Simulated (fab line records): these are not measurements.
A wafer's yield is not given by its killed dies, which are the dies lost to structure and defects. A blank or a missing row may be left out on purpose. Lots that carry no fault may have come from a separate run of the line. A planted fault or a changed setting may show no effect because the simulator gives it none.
Chamber matching + flow gf180mcu + cmp-02 running GF_V2_CMP_04: 4 sister chambers
The step polishes SiO2. 4 wafers are shown with their chamber, then 8 later ones without.

== WAFERS PAIRED WITH THEIR CHAMBERS ==
| wafer  | chamber | motorCurrentA (A) |
|--------|---------|-------------------|
| L511.5 | 3       | 13.3              |
| L514.4 | 2       | 12.7              |
| L518.5 | 1       | 11.4              |
| L520.1 | 0       | 11.6              |

== WAFERS WITH NO CHAMBER GIVEN ==
| wafer  | motorCurrentA (A) |
|--------|-------------------|
| L520.2 | 11.4              |
| L520.6 | 12.1              |
| L523.2 | 12.1              |
| L523.5 | 11.9              |
| L523.6 | 14.1              |
| L524.1 | 11.9              |
| L524.2 | 11.7              |
| L524.6 | 11.7              |

== THE CHAMBER EACH PASSED THROUGH ==
| wafer  | from the rows above               | in truth |
|--------|-----------------------------------|----------|
| L520.2 | can't be placed: 1 or 0           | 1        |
| L520.6 | can't be placed: 0 or 2 or 1 or 3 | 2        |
| L523.2 | can't be placed: 0 or 2 or 1 or 3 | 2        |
| L523.5 | can't be placed: 0 or 1 or 2      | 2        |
| L523.6 | can't be placed: 3 or 2           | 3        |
| L524.1 | can't be placed: 0 or 1 or 2      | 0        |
| L524.2 | can't be placed: 0 or 1           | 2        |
| L524.6 | can't be placed: 0 or 1           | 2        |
Correct placement for 0 of the 8. Unplaceable from these rows: 8, with the true chamber sitting among the candidates in 6. Number placed wrongly: 0.
How it was worked out, from the rows above alone: a wafer's distance from a chamber is the root of the sum, over the readings, of the square of ((its reading less the chamber's mean) divided by the reading's scatter). The wafer belongs to the nearest chamber; if the next one is less than 2 further off, it can't be placed. Each chamber's mean is taken over the wafers shown for it. The scatter: root of mean squared gap, hidden wafer to nearest shown wafer, with one shown wafer a chamber.
